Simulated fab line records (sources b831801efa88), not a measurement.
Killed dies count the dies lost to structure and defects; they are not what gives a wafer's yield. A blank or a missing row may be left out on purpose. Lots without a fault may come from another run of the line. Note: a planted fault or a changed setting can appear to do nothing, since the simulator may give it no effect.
Split-lot trial :: flow sfq_line :: on a route of 325 steps: 5 lots, 23 wafers read

== SPLIT DETAILS ==
At SFQ_TRILAYER_I1_VIA_LITHO_COAT_049 (resist thk 650 nm), the setting resist_thk_nm was moved away from the recipe's 650 nm on 9 of the 23 wafers read, by -5.4% to +5.9%. The other wafers ran this setting at the recipe's value.

The reading is taken at the split's own step.

== THE READING ==
KrF_of_TRILAYER_I1_VIA_LITHO_COAT_049.thk_nm (the simulator's own value, which no gauge read), in nm, at SFQ_TRILAYER_I1_VIA_LITHO_COAT_049 (resist thk 650 nm). The file gives no usual value for it. Here, 14 wafers ran the recipe; their average is 650.2 nm with a standard deviation of 2.1 nm.

wafer: L074.1
tool, chamber at the split: litho_track-01, 0
resist_thk_nm as run, nm: 650
against the recipe: recipe
KrF_of_TRILAYER_I1_VIA_LITHO_COAT_049.thk_nm, nm: 649.3
against lot-mates on the recipe: -

wafer: L074.2
tool, chamber at the split: litho_track-01, 0
resist_thk_nm as run, nm: 650
against the recipe: recipe
KrF_of_TRILAYER_I1_VIA_LITHO_COAT_049.thk_nm, nm: 650.1
against lot-mates on the recipe: -

wafer: L074.4
tool, chamber at the split: litho_track-01, 0
resist_thk_nm as run, nm: 650
against the recipe: recipe
KrF_of_TRILAYER_I1_VIA_LITHO_COAT_049.thk_nm, nm: 647.2
against lot-mates on the recipe: -

wafer: L074.5
tool, chamber at the split: litho_track-01, 0
resist_thk_nm as run, nm: 650
against the recipe: recipe
KrF_of_TRILAYER_I1_VIA_LITHO_COAT_049.thk_nm, nm: 648.8
against lot-mates on the recipe: -

wafer: L074.6
tool, chamber at the split: litho_track-01, 0
resist_thk_nm as run, nm: 650
against the recipe: recipe
KrF_of_TRILAYER_I1_VIA_LITHO_COAT_049.thk_nm, nm: 648.6
against lot-mates on the recipe: -

wafer: L075.1
tool, chamber at the split: litho_track-02, 0
resist_thk_nm as run, nm: 614.9
against the recipe: -5.4%
KrF_of_TRILAYER_I1_VIA_LITHO_COAT_049.thk_nm, nm: 613
against lot-mates on the recipe: -36.4

wafer: L075.2
tool, chamber at the split: litho_track-02, 0
resist_thk_nm as run, nm: 650
against the recipe: recipe
KrF_of_TRILAYER_I1_VIA_LITHO_COAT_049.thk_nm, nm: 650.1
against lot-mates on the recipe: -

wafer: L075.3
tool, chamber at the split: litho_track-02, 0
resist_thk_nm as run, nm: 614.9
against the recipe: -5.4%
KrF_of_TRILAYER_I1_VIA_LITHO_COAT_049.thk_nm, nm: 613.9
against lot-mates on the recipe: -35.5

wafer: L075.4
tool, chamber at the split: litho_track-02, 0
resist_thk_nm as run, nm: 614.9
against the recipe: -5.4%
KrF_of_TRILAYER_I1_VIA_LITHO_COAT_049.thk_nm, nm: 613.1
against lot-mates on the recipe: -36.3

wafer: L075.6
tool, chamber at the split: litho_track-02, 0
resist_thk_nm as run, nm: 650
against the recipe: recipe
KrF_of_TRILAYER_I1_VIA_LITHO_COAT_049.thk_nm, nm: 648.7
against lot-mates on the recipe: -

wafer: L080.1
tool, chamber at the split: litho_track-03, 0
resist_thk_nm as run, nm: 650
against the recipe: recipe
KrF_of_TRILAYER_I1_VIA_LITHO_COAT_049.thk_nm, nm: 652.6
against lot-mates on the recipe: -

wafer: L080.2
tool, chamber at the split: litho_track-03, 0
resist_thk_nm as run, nm: 650
against the recipe: recipe
KrF_of_TRILAYER_I1_VIA_LITHO_COAT_049.thk_nm, nm: 652.1
against lot-mates on the recipe: -

wafer: L080.4
tool, chamber at the split: litho_track-03, 0
resist_thk_nm as run, nm: 676.9
against the recipe: +4.1%
KrF_of_TRILAYER_I1_VIA_LITHO_COAT_049.thk_nm, nm: 678.4
against lot-mates on the recipe: +26.0

wafer: L080.5
tool, chamber at the split: litho_track-03, 0
resist_thk_nm as run, nm: 676.9
against the recipe: +4.1%
KrF_of_TRILAYER_I1_VIA_LITHO_COAT_049.thk_nm, nm: 679.2
against lot-mates on the recipe: +26.9

wafer: L080.6
tool, chamber at the split: litho_track-03, 0
resist_thk_nm as run, nm: 676.9
against the recipe: +4.1%
KrF_of_TRILAYER_I1_VIA_LITHO_COAT_049.thk_nm, nm: 679
against lot-mates on the recipe: +26.6

wafer: L083.3
tool, chamber at the split: litho_track-01, 0
resist_thk_nm as run, nm: 650
against the recipe: recipe
KrF_of_TRILAYER_I1_VIA_LITHO_COAT_049.thk_nm, nm: 649.6
against lot-mates on the recipe: -

wafer: L083.4
tool, chamber at the split: litho_track-01, 0
resist_thk_nm as run, nm: 650
against the recipe: recipe
KrF_of_TRILAYER_I1_VIA_LITHO_COAT_049.thk_nm, nm: 648.8
against lot-mates on the recipe: -

wafer: L083.6
tool, chamber at the split: litho_track-01, 0
resist_thk_nm as run, nm: 650
against the recipe: recipe
KrF_of_TRILAYER_I1_VIA_LITHO_COAT_049.thk_nm, nm: 648.1
against lot-mates on the recipe: -

wafer: L085.2
tool, chamber at the split: litho_track-01, 0
resist_thk_nm as run, nm: 688.2
against the recipe: +5.9%
KrF_of_TRILAYER_I1_VIA_LITHO_COAT_049.thk_nm, nm: 690.5
against lot-mates on the recipe: +36.4

wafer: L085.3
tool, chamber at the split: litho_track-01, 0
resist_thk_nm as run, nm: 650
against the recipe: recipe
KrF_of_TRILAYER_I1_VIA_LITHO_COAT_049.thk_nm, nm: 653.8
against lot-mates on the recipe: -

wafer: L085.4
tool, chamber at the split: litho_track-01, 0
resist_thk_nm as run, nm: 650
against the recipe: recipe
KrF_of_TRILAYER_I1_VIA_LITHO_COAT_049.thk_nm, nm: 654.5
against lot-mates on the recipe: -

wafer: L085.5
tool, chamber at the split: litho_track-01, 0
resist_thk_nm as run, nm: 688.2
against the recipe: +5.9%
KrF_of_TRILAYER_I1_VIA_LITHO_COAT_049.thk_nm, nm: 691.8
against lot-mates on the recipe: +37.6

wafer: L085.6
tool, chamber at the split: litho_track-01, 0
resist_thk_nm as run, nm: 688.2
against the recipe: +5.9%
KrF_of_TRILAYER_I1_VIA_LITHO_COAT_049.thk_nm, nm: 693.4
against lot-mates on the recipe: +39.2

THE FIT
A straight line over all 23 wafers: KrF_of_TRILAYER_I1_VIA_LITHO_COAT_049.thk_nm changes by +6.95 nm for each +1% of resist_thk_nm; r = +1.00; the points scatter about the line by 1.9 nm.
The same after taking each lot's own level away (the mean of its wafers on the recipe; 23 wafers): +6.53 nm for each +1%; r = +1.00; scatter 0.83 nm.
That fit puts the effect of the largest move of resist_thk_nm on the reading at 38 nm.
The span of the lots' own levels, 648.80 to 654.15 nm, comes to 2.5 times the standard deviation stated above.
The two slopes agree, so the slope changes little with the lot-to-lot level.
Check: with one of the wafers moved furthest among these (+5.9%) left out of the fit, the line predicts +38.4 nm for it against its lot-mates. It came out at +36.4 nm against them.

== OTHER SPLITS ON THESE WAFERS ==
Before the reading, these wafers also passed through other splits. Each is held against what the fit with the lots' levels taken away leaves over:
other split on the same wafers: SFQ_TRILAYER_M1_LITHO_PEB_042 peb_time_s
wafers away from the commonest value: 6
r with KrF_of_TRILAYER_I1_VIA_LITHO_COAT_049.thk_nm (lot level and that fit taken away): +0.13

other split on the same wafers: SFQ_TRILAYER_I1_CMP_CMP_046 leave_above_ref_nm
wafers away from the commonest value: 7
r with KrF_of_TRILAYER_I1_VIA_LITHO_COAT_049.thk_nm (lot level and that fit taken away): +0.05

== FILE'S OWN FIT ==
KrF_of_TRILAYER_I1_VIA_LITHO_COAT_049.thk_nm changes by +6.51 nm for each +1% of resist_thk_nm, r = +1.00.
